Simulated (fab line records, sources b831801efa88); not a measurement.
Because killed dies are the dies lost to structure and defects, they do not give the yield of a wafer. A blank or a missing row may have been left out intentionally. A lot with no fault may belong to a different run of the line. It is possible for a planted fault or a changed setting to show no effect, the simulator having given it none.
fab line records	flow sfqLine
[record] lots = 5	wafers = 15	lastDay = 88
route steps=325 shown M4@152 I4@163 JJ@178 M5@206
lots that met no fault: from a run of the same line without faults
startH: start of the lot's first displayed wafer, in hours after the record's first day	waitH: hours since the lot's step before	" repeats the value in the row above	L1.1+2: a single row standing in for several wafers	- no value, or no start was given	* or withheld: withheld	< > ~ a bound
route shown NAME@n: names a module that has steps shown in the file, with the first one's number in the route	usual: mean and standard deviation over wafers with no fault	same: alike in all rows	chamber/n: place in a boat	sites: each site's reading	_std_site: their standard deviation	_edge_site: inner sites' mean taken away from outer sites' mean	radiusMm: how far each site lies from the wafer's centre	mask NAME#n: copy n	behind: the most recent tool/chamber to have shaped the wafer	hold: why the lot was held/for how many hours/how that ended	device: the n, p or np transistor that did not switch	end of line: the route-end tests of the same wafers	where a step has no rows: the recipe by itself	killed: count of dies lost to structure and defects at first sort (not the wafer's yield)	map: dies across one wafer; x = killed, . = not, _ = none there
set.NAME: the setting that was run; set.NAME@STEP: the one run at that earlier step	model.NAME: the simulator's own value behind a step, which no gauge read
a table for each step, a row for each wafer; lots at some steps of the route
services: a tool's chamber out of use, with start hour (startH, from the record's first day; less than 0 if before it), hours out, and reason
[[steps]]
[step SFQ_TRILAYER_M4_LITHO_COAT_098]
[recipe] resist = BARC	spinRpm = 3000	resistThkNm = 62
[step SFQ_TRILAYER_M4_LITHO_COAT_093]
[recipe] resist = KrF	spinRpm = 3000	resistThkNm = 600
[step SFQ_TRILAYER_M4_LITHO_SOFTBAKE_097]
[recipe] tempC = withheld	timeS = withheld	resist = KrF
[step SFQ_TRILAYER_M4_LITHO_EXPOSE_094]
[recipe] maskId = M4	na = 0.6	sourceShape = conventional	sigmaOuter = 0.65	targetCdNm = 500	doseMj = 14.4
[step SFQ_TRILAYER_M4_LITHO_PEB_096]
[recipe] pebTempC = 115	pebTimeS = 60	resist = KrF
[step SFQ_TRILAYER_M4_LITHO_DEVELOP_095]
[recipe] timeS = 60	resist = KrF
[step SFQ_M4_OVL_MEAS_926]
[usual] M4_OVL = 0/6
lot.wafer	tool	chamber	startH	waitH	M4_OVL[nm]
L741.3	overlay-01	-	850.91	0.1	7
L741.4	"	-	"	"	6
L741.5	"	-	"	"	6
L748.1	overlay-01	-	1073.48	0.1	-9
L748.2	"	-	"	"	-2
L748.3	"	-	"	"	-9
L753.2	overlay-02	-	1114.29	0.1	10
L753.5	"	-	"	"	2
L753.6	"	-	"	"	5
L761.3	overlay-01	-	1192.35	0.1	-5
L761.4	"	-	"	"	2
L761.6	"	-	"	"	-1
L763.2	overlay-01	-	1204.34	0.1	-6
L763.5	"	-	"	"	3
L763.6	"	-	"	"	4
[step SFQ_TRILAYER_M4_BARC_OPEN_METAL_ETCH_123]
[recipe] maskMaterial = PR	chemistry = O2	targetDepthNm = 125	target = BARC	icpW = 600	biasW = 80	pressureMtorr = 10	timeS = 41.7
[step SFQ_TRILAYER_M4_ETCH_METAL_ETCH_096]
[recipe] target = Nb	stopOn = SiO2	maskMaterial = PR	chemistry = Cl2/Ar	targetDepthNm = 240	icpW = 600	biasW = 80	pressureMtorr = 10	timeS = 120
[usual] drypumpMotorCurrentA = 5.52/0.18	oesProductAu = 0.895/0.0067
lot.wafer	tool	chamber	startH	waitH	drypumpMotorCurrentA	oesProductAu	rfHoursCounterH
L741.3	rieMetal-01	1	851.04	0.1	5.59	0.884	-
L741.4	"	0	"	"	5.37	0.889	-
L741.5	"	0	"	"	5.39	0.896	-
L748.1	rieMetal-02	0	1073.58	0.0	5.24	0.898	37
L748.2	"	1	"	"	5.83	0.899	22
L748.3	"	0	"	"	5.24	0.897	-
L753.2	rieMetal-04	1	1114.38	0.0	5.57	0.905	50
L753.5	"	0	"	"	5.59	0.894	-
L753.6	"	1	"	"	5.55	0.904	-
L761.3	rieMetal-02	1	1192.47	0.1	5.83	0.897	-
L761.4	"	0	"	"	5.22	0.893	-
L761.6	"	0	"	"	5.20	0.893	-
L763.2	rieMetal-02	1	1204.43	0.0	5.83	0.883	37
L763.5	"	1	"	"	5.83	0.895	-
L763.6	"	0	"	"	5.19	0.889	-
[step SFQ_TRILAYER_M4_STRIP_STRIP_097]
[recipe] gas = O2	powerW = 200	platenTempC = 40	overashFraction = 0.65	chemistry = O2	pressureMtorr = 50
[step SFQ_TRILAYER_M4_STRIP_SOLV_CLEAN_098]
[recipe] chemistry = NMP	tempC = 70	timeS = 600
[step SFQ_TRILAYER_I4_DEP_PECVD_099]
[recipe] material = SiO2	tempC = 150	timeS = 111.11	pressureTorr = 2.4	rfW = 183.3	precursor = SiH4/N2O	targetThkNm = 500
[step SFQ_TRILAYER_I4_CMP_CMP_100]
[recipe] material = SiO2	downForcePsi = 3	platenRpm = 60	padVelocityMS = 0.94248
[usual] edgeZonePressureFrac = 1.000/0.0051	motorCurrentA = 10.2/0.79	timeToEndpointS = 217/6.8
lot.wafer	tool	chamber	startH	waitH	edgeZonePressureFrac	motorCurrentA	timeToEndpointS	model.SiO2_of_TRILAYER_I4_DEP_PECVD_099.thkNm
L741.3	cmp-02	1	858.50	6.6	1.001	9.5	215	199.9
L741.4	"	0	860.00	8.0	1.007	9.7	223	200
L741.5	"	2	861.00	9.0	0.997	9.2	207	199.7
L748.3	cmp-01	0	1081.82	7.3	0.998	9.0	217	200.1
L748.2	"	1	"	"	0.993	10.6	222	201.6
L748.1	"	2	"	"	1.008	10.9	217	199.8
L753.2	cmp-02	0	1136.58	21.3	1.000	9.6	218	198.7
L753.6	"	3	1138.08	22.7	1.011	11.4	226	200.3
L753.5	"	0	"	"	0.999	9.5	221	199.1
L761.4	cmp-01	2	1214.50	21.1	1.005	10.5	210	197.9
L761.3	"	0	1215.50	22.1	1.000	9.4	247	150.1
L761.6	"	2	1216.50	23.1	0.993	10.1	215	199.2
L763.2	cmp-02	0	1226.23	20.9	0.998	9.6	220	200.9
L763.6	"	3	1227.84	22.4	0.994	11.4	228	200.4
L763.5	"	0	"	"	0.994	9.7	220	199.8
[step SFQ_I4_BOW_MEAS_927]
[recipe] mode = bow
[usual] I4_BOW = 3/7
lot.wafer	tool	chamber	startH	waitH	I4_BOW[um]
L741.3	filmMetro-01	-	861.54	2.5	11
L741.4	"	-	"	"	10
L741.5	"	-	"	"	8
L748.1	filmMetro-01	-	1084.32	1.0	15
L748.2	"	-	"	"	21
L748.3	"	-	"	"	6
L753.2	filmMetro-03	-	1139.10	2.0	6
L753.5	"	-	"	"	6
L753.6	"	-	"	"	-6
L761.3	filmMetro-01	-	1217.04	1.0	20
L761.4	"	-	"	"	-3
L761.6	"	-	"	"	3
L763.2	filmMetro-01	-	1228.94	2.2	-9
L763.5	"	-	"	"	6
L763.6	"	-	"	"	-3
[step SFQ_TRILAYER_I4_METRO_MEASURE_101]
[usual] thkNm = 200.2/1.1
lot.wafer	tool	chamber	startH	waitH	thkNm
L741.3	filmMetro-01	-	862.02	0.5	199.7
L741.4	"	-	"	"	200.0
L741.5	"	-	"	"	199.7
L748.1	filmMetro-01	-	1084.44	0.1	199.8
L748.2	"	-	"	"	201.5
L748.3	"	-	"	"	200.0
L753.2	filmMetro-03	-	1139.40	0.3	198.7
L753.5	"	-	"	"	199.0
L753.6	"	-	"	"	200.2
L761.3	filmMetro-01	-	1217.52	0.5	150.1
L761.4	"	-	"	"	198.1
L761.6	"	-	"	"	199.3
L763.2	filmMetro-01	-	1229.24	0.3	200.8
L763.5	"	-	"	"	199.7
L763.6	"	-	"	"	200.3
[step SFQ_TRILAYER_I4_VIA_LITHO_COAT_108]
[recipe] resist = BARC	spinRpm = 3000	resistThkNm = 62
[step SFQ_TRILAYER_I4_VIA_LITHO_COAT_103]
[recipe] resist = KrF	spinRpm = 3000	resistThkNm = 650
[step SFQ_TRILAYER_I4_VIA_LITHO_SOFTBAKE_107]
[recipe] tempC = withheld	timeS = withheld	resist = KrF
[step SFQ_TRILAYER_I4_VIA_LITHO_EXPOSE_104]
[recipe] maskId = I4	na = 0.6	sourceShape = conventional	sigmaOuter = 0.65	targetCdNm = 700	doseMj = 21.3
[step SFQ_TRILAYER_I4_VIA_LITHO_PEB_106]
[recipe] pebTempC = 115	pebTimeS = 60	resist = KrF
[step SFQ_TRILAYER_I4_VIA_LITHO_DEVELOP_105]
[recipe] timeS = 60	resist = KrF
[step SFQ_I4_OVL_MEAS_928]
[usual] I4_OVL = 1/5.9
lot.wafer	tool	chamber	startH	waitH	I4_OVL[nm]
L741.3	overlay-02	-	866.64	0.1	0
L741.4	"	-	"	"	-3
L741.5	"	-	"	"	7
L748.1	overlay-01	-	1232.86	0.1	1
L748.2	"	-	"	"	-4
L748.3	"	-	"	"	-5
L753.2	overlay-02	-	1265.32	0.1	8
L753.5	"	-	"	"	-6
L753.6	"	-	"	"	4
L761.3	overlay-02	-	1357.62	0.1	-4
L761.4	"	-	"	"	-7
L761.6	"	-	"	"	-3
L763.2	overlay-02	-	1371.57	0.1	-1
L763.5	"	-	"	"	-12
L763.6	"	-	"	"	-5
[step SFQ_TRILAYER_I4_VIA_BARC_OPEN_VIA_ETCH_146]
[recipe] maskMaterial = PR	chemistry = O2	targetDepthNm = 125	target = BARC	sourceW = 500	biasW = 80	pressureMtorr = 30	timeS = 41.7
[usual] drypumpMotorCurrentA = 6.0/0.53	oesProductAu = 0.685/0.0049
lot.wafer	tool	chamber	startH	waitH	drypumpMotorCurrentA	oesProductAu	rfHoursCounterH
L741.3	rieDiel-02	0	866.66	0.0	6.1	0.684	17
L741.4	"	3	"	"	5.6	0.686	3
L741.5	"	1	"	"	6.3	0.682	-
L748.1	rieDiel-02	0	1232.90	0.0	6.1	0.688	22
L748.2	"	2	"	"	6.1	0.686	5
L748.3	"	3	"	"	5.6	0.683	8
L753.2	rieDiel-03	1	1265.35	0.0	6.3	0.683	14
L753.5	"	3	"	"	6.0	0.675	-
L753.6	"	0	"	"	4.9	0.683	-
L761.3	rieDiel-02	1	1357.64	0.0	6.3	0.686	12
L761.4	"	2	"	"	6.0	0.673	8
L761.6	"	2	"	"	6.0	0.689	-
L763.2	rieDiel-02	1	1371.60	0.0	6.3	0.681	12
L763.5	"	0	"	"	6.1	0.682	-
L763.6	"	1	"	"	6.3	0.692	-
[step SFQ_TRILAYER_I4_VIA_ETCH_VIA_ETCH_106]
[recipe] target = SiO2	stopOn = Nb	maskMaterial = PR	taperDeg = 20	chemistry = CHF3	targetDepthNm = 260	sourceW = 500	biasW = 80	pressureMtorr = 30	timeS = withheld
[usual] drypumpMotorCurrentA = 6.0/0.52	oesProductAu = 0.855/0.0051
lot.wafer	tool	chamber	startH	waitH	drypumpMotorCurrentA	oesProductAu	model.I4.featureDepthNm	model.etch.depthNm
L741.3	rieDiel-02	0	866.70	0.0	6.1	0.853	199.9	199.9
L741.4	"	3	"	"	5.6	0.851	200	200
L741.5	"	1	"	"	6.3	0.844	199.7	199.7
L748.1	rieDiel-02	0	1232.94	0.0	6.1	0.866	199.8	199.8
L748.2	"	2	"	"	6.0	0.858	201.6	201.6
L748.3	"	3	"	"	5.6	0.863	200.1	200.1
L753.2	rieDiel-03	1	1265.39	0.0	6.4	0.854	198.7	198.7
L753.5	"	3	"	"	6.1	0.857	199.1	199.1
L753.6	"	0	"	"	4.9	0.859	200.3	200.3
L761.3	rieDiel-02	1	1357.68	0.0	6.3	0.741	150.1	150.1
L761.4	"	2	"	"	6.1	0.849	197.9	197.9
L761.6	"	2	"	"	6.1	0.851	199.2	199.2
L763.2	rieDiel-02	2	1371.64	0.0	6.0	0.858	200.9	200.9
L763.5	"	2	"	"	6.0	0.851	199.8	199.8
L763.6	"	3	"	"	5.5	0.853	200.4	200.4
[step SFQ_TRILAYER_I4_VIA_STRIP_STRIP_107]
[recipe] gas = O2	powerW = 200	platenTempC = 40	overashFraction = 0.65	chemistry = O2	pressureMtorr = 50
[usual] drypumpMotorCurrentA = 5.52/0.28	oesProductAu = 1.001/0.0078
lot.wafer	tool	chamber	startH	waitH	drypumpMotorCurrentA	oesProductAu	rfHoursCounterH
L741.3	rieMetal-03	1	867.01	-	5.81	1.009	-
L741.4	"	0	"	"	5.15	1.003	-
L741.5	"	1	"	"	5.80	1.013	-
L748.1	rieMetal-02	1	1233.05	-	5.82	0.997	41
L748.2	"	0	"	"	5.22	1.000	60
L748.3	"	1	"	"	5.83	1.001	-
L753.2	rieMetal-03	1	1265.50	-	5.80	0.991	34
L753.5	"	1	"	"	5.78	0.990	-
L753.6	"	0	"	"	5.20	1.010	-
L761.3	rieMetal-02	1	1358.00	-	5.80	0.994	-
L761.4	"	0	"	"	5.22	0.984	-
L761.6	"	1	"	"	5.82	1.003	-
L763.2	rieMetal-02	0	1371.75	-	5.20	1.006	79
L763.5	"	0	"	"	5.21	1.001	-
L763.6	"	1	"	"	5.82	0.993	-
[step SFQ_TRILAYER_I4_VIA_STRIP_SOLV_CLEAN_108]
[recipe] chemistry = NMP	tempC = 70	timeS = 600
[step SFQ_TRILAYER_JJ_TRILAYER_DEP_PRE_CLEAN_113]
[recipe] gas = Ar	timeS = 22.5	biasV = 250
[step SFQ_TRILAYER_JJ_TRILAYER_DEP_SPUTTER_109]
[recipe] material = Nb	basePressurePa = 1.33e-06	chamberPressurePa = 0.1333	substrateTempC = 20	targetThkNm = 150	powerW = 2000	timeS = 100
[step SFQ_TRILAYER_JJ_TRILAYER_DEP_SPUTTER_110]
[recipe] material = Al	basePressurePa = 1.33e-06	targetThkNm = 8	powerW = 500	timeS = 10	chamberPressurePa = 0.4
[step SFQ_TRILAYER_JJ_TRILAYER_DEP_AL_OXIDATION_111]
[recipe] pressureMbar = 0.014667	oxidationTimeS = 600	temperatureK = 293
[step SFQ_TRILAYER_JJ_TRILAYER_DEP_SPUTTER_112]
[recipe] material = Nb	basePressurePa = 1.33e-06	chamberPressurePa = 0.1333	substrateTempC = 20	targetThkNm = 170	powerW = 2000	timeS = 113.3
[step SFQ_JJ_RS_MEAS_929]
[recipe] thkMeasGauge = four-point-probe	reads = Nb_of_TRILAYER_JJ_TRILAYER_DEP_SPUTTER_112
[usual] JJ_NB_RS = 1.045/0.011
lot.wafer	tool	chamber	startH	waitH	JJ_NB_RS[ohm/sq]
L741.3	filmMetro-01	-	868.85	0.1	1.042
L741.4	"	-	"	"	1.044
L741.5	"	-	"	"	1.048
L748.1	filmMetro-02	-	1235.03	0.0	1.033
L748.2	"	-	"	"	1.043
L748.3	"	-	"	"	1.040
L753.2	filmMetro-02	-	1267.50	0.1	1.032
L753.5	"	-	"	"	1.041
L753.6	"	-	"	"	1.038
L761.3	filmMetro-01	-	1359.99	0.1	1.026
L761.4	"	-	"	"	1.035
L761.6	"	-	"	"	1.026
L763.2	filmMetro-04	-	1373.75	0.1	1.051
L763.5	"	-	"	"	1.058
L763.6	"	-	"	"	1.053
[step SFQ_TRILAYER_JJ_CE_LITHO_COAT_119]
[recipe] resist = BARC	spinRpm = 3000	resistThkNm = 62
[step SFQ_TRILAYER_JJ_CE_LITHO_COAT_114]
[recipe] resist = KrF	spinRpm = 3000	resistThkNm = 600
[step SFQ_TRILAYER_JJ_CE_LITHO_SOFTBAKE_118]
[recipe] tempC = withheld	timeS = withheld	resist = KrF
[step SFQ_TRILAYER_JJ_CE_LITHO_EXPOSE_115]
[recipe] maskId = J5	na = 0.6	sourceShape = conventional	sigmaOuter = 0.65	targetCdNm = 700	doseMj = 14.4
[step SFQ_TRILAYER_JJ_CE_LITHO_PEB_117]
[recipe] pebTempC = 115	pebTimeS = 60	resist = KrF
[step SFQ_TRILAYER_JJ_CE_LITHO_DEVELOP_116]
[recipe] timeS = 60	resist = KrF
[step SFQ_JJ_OVL_MEAS_931]
[usual] J5_OVL = 2/5.8
lot.wafer	tool	chamber	startH	waitH	J5_OVL[nm]
L741.3	overlay-01	-	1017.07	0.1	0
L741.4	"	-	"	"	9
L741.5	"	-	"	"	6
L748.1	overlay-01	-	1237.58	0.1	5
L748.2	"	-	"	"	13
L748.3	"	-	"	"	4
L753.2	overlay-01	-	1410.23	0.1	1
L753.5	"	-	"	"	3
L753.6	"	-	"	"	-1
L761.3	overlay-02	-	1503.51	0.1	10
L761.4	"	-	"	"	10
L761.6	"	-	"	"	11
L763.2	overlay-01	-	1515.50	0.1	4
L763.5	"	-	"	"	7
L763.6	"	-	"	"	3
[step SFQ_TRILAYER_JJ_CE_METRO_MEASURE_117]
[usual] cdNm = 700.0/1.4
lot.wafer	tool	chamber	startH	waitH	cdNm
L741.3	cdSem-01	-	1017.50	0.4	700.9
L741.4	"	-	"	"	699.1
L741.5	"	-	"	"	699.4
L748.1	cdSem-02	-	1237.62	0.0	699.4
L748.2	"	-	"	"	700.3
L748.3	"	-	"	"	699.2
L753.2	cdSem-01	-	1410.46	0.2	701.3
L753.5	"	-	"	"	701.4
L753.6	"	-	"	"	701.0
L761.3	cdSem-01	-	1503.93	0.4	701.0
L761.4	"	-	"	"	700.6
L761.6	"	-	"	"	700.6
L763.2	cdSem-01	-	1515.73	0.2	700.5
L763.5	"	-	"	"	702.0
L763.6	"	-	"	"	699.8
[step SFQ_TRILAYER_JJ_CE_BARC_OPEN_RIE_150]
[recipe] maskMaterial = PR	chemistry = O2	targetDepthNm = 240	target = BARC	icpW = 600	biasW = 80	pressureMtorr = 10	timeS = 80
[usual] drypumpMotorCurrentA = 5.56/0.18	oesProductAu = 0.538/0.0047
lot.wafer	tool	chamber	startH	waitH	drypumpMotorCurrentA	oesProductAu	rfHoursCounterH
L741.3	rieMetal-04	1	1018.33	0.6	5.55	0.535	-
L741.4	"	0	"	"	5.53	0.541	-
L741.5	"	1	"	"	5.58	0.534	-
L748.1	rieMetal-03	0	1238.82	1.0	5.18	0.535	98
L748.2	"	1	"	"	5.81	0.531	30
L748.3	"	1	"	"	5.80	0.536	-
L753.2	rieMetal-01	1	1411.46	0.8	5.57	0.532	72
L753.5	"	0	"	"	5.39	0.531	-
L753.6	"	1	"	"	5.55	0.539	-
L761.3	rieMetal-03	1	1504.80	0.7	5.80	0.534	-
L761.4	"	1	"	"	5.79	0.529	-
L761.6	"	1	"	"	5.80	0.541	-
L763.2	rieMetal-04	1	1516.77	0.8	5.52	0.543	-
L763.5	"	1	"	"	5.56	0.548	-
L763.6	"	1	"	"	5.55	0.525	-
[step SFQ_TRILAYER_M5_ETCH_METAL_ETCH_126]
[recipe] target = Nb	stopOn = SiO2	maskMaterial = PR	overEtchFrac = 0.15	timeS = 203.2	chemistry = Cl2/BCl3	targetDepthNm = 265	icpW = 600	biasW = 80	pressureMtorr = 10
[usual] drypumpMotorCurrentA = 5.51/0.26	oesProductAu = 0.727/0.0069
lot.wafer	tool	chamber	startH	waitH	drypumpMotorCurrentA	oesProductAu	rfHoursCounterH	model.SiO2_of_TRILAYER_I4_DEP_PECVD_099.thkNm
L741.3	rieMetal-02	1	1154.17	0.1	5.82	0.736	-	179.9
L741.4	"	0	"	"	5.19	0.724	-	180.3
L741.5	"	0	"	"	5.21	0.726	-	180
L748.1	rieMetal-03	1	1242.63	0.0	5.83	0.721	31	180.1
L748.2	"	0	"	"	5.16	0.723	98	181.7
L748.3	"	0	"	"	5.18	0.730	-	180.3
L753.2	rieMetal-01	1	1417.14	0.0	5.60	0.724	73	179
L753.5	"	1	"	"	5.61	0.723	-	179.4
L753.6	"	0	"	"	5.43	0.724	-	180.6
L761.3	rieMetal-01	1	1646.67	0.1	5.62	0.731	-	130.3
L761.4	"	0	"	"	5.43	0.731	-	178
L761.6	"	1	"	"	5.57	0.734	-	179.4
L763.2	rieMetal-02	0	1656.20	0.0	5.21	0.720	113	181.1
L763.5	"	1	"	"	5.83	0.713	-	179.9
L763.6	"	0	"	"	5.22	0.721	-	180.5
[[services]]
tool	chamber	startH	hours	kind
rieDiel-02	2	900.22	10.0	repair
rieMetal-03	0	926.12	20.8	repair
rieMetal-02	0	937.10	4.1	repair
rieDiel-02	2	980.26	7.7	repair
rieDiel-02	2	991.30	2.3	repair
rieMetal-02	-	999.87	0.5	repair
rieMetal-03	0	1004.55	1.2	repair
rieMetal-02	1	1075.55	18.5	repair
rieMetal-02	-	1104.99	5.5	repair
rieDiel-02	0	1107.75	3.4	repair
rieDiel-02	2	1113.61	5.4	repair
rieDiel-02	1	1210.00	6.5	repair
rieDiel-02	0	1291.56	1.2	repair
rieMetal-02	-	1298.99	0.2	repair
rieMetal-02	0	1361.22	2.4	repair
rieDiel-02	-	1373.36	2.8	pm
rieMetal-02	1	1387.53	2.1	repair
rieMetal-02	0	1476.11	10.8	repair
rieMetal-03	-	1493.70	1.4	pm
rieDiel-02	-	1560.67	1.0	repair
rieMetal-02	-	1576.83	2.8	pm
rieMetal-03	-	1598.56	2.8	pm
rieDiel-02	3	1649.12	19.0	repair
rieDiel-02	2	1654.69	4.4	repair
[[key]]
[firstSign] step = SFQ_TRILAYER_I4_CMP_CMP_100	reading = timeToEndpointS	direction = up	sigmas = 4.3	usual = *	struck = *
[effect] step = SFQ_TRILAYER_I4_METRO_MEASURE_101	reading = thkNm	direction = down	sigmas = 45	usual = 200.2	struck = 150.1
[effect] step = SFQ_TRILAYER_I4_VIA_ETCH_VIA_ETCH_106	reading = oesProductAu	direction = down	sigmas = 22	usual = 0.855	struck = 0.741
[modelEffect] step = SFQ_TRILAYER_I4_CMP_CMP_100	value = SiO2_of_TRILAYER_I4_DEP_PECVD_099.thkNm	without = 200.1	struck = 150.1
[modelEffect] step = SFQ_TRILAYER_I4_VIA_ETCH_VIA_ETCH_106	value = I4.featureDepthNm	without = 200.1	struck = 150.1
[modelEffect] step = SFQ_TRILAYER_M5_ETCH_METAL_ETCH_126	value = SiO2_of_TRILAYER_I4_DEP_PECVD_099.thkNm	without = 180.3	struck = 130.3
metAt SFQ_TRILAYER_I4_CMP_CMP_100
struckWafers L761.3
onsetBetween 1081.82 1214.50
[fault] kind = processParameterDrift	tool = cmp-01	chamber = 0	onsetH = 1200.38	steps = SFQ_TRILAYER_I4_CMP_CMP_100	channel = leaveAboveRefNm	offset = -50	shape = step	endH = 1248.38	actsIn = theseRecipesOnly	stated = 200
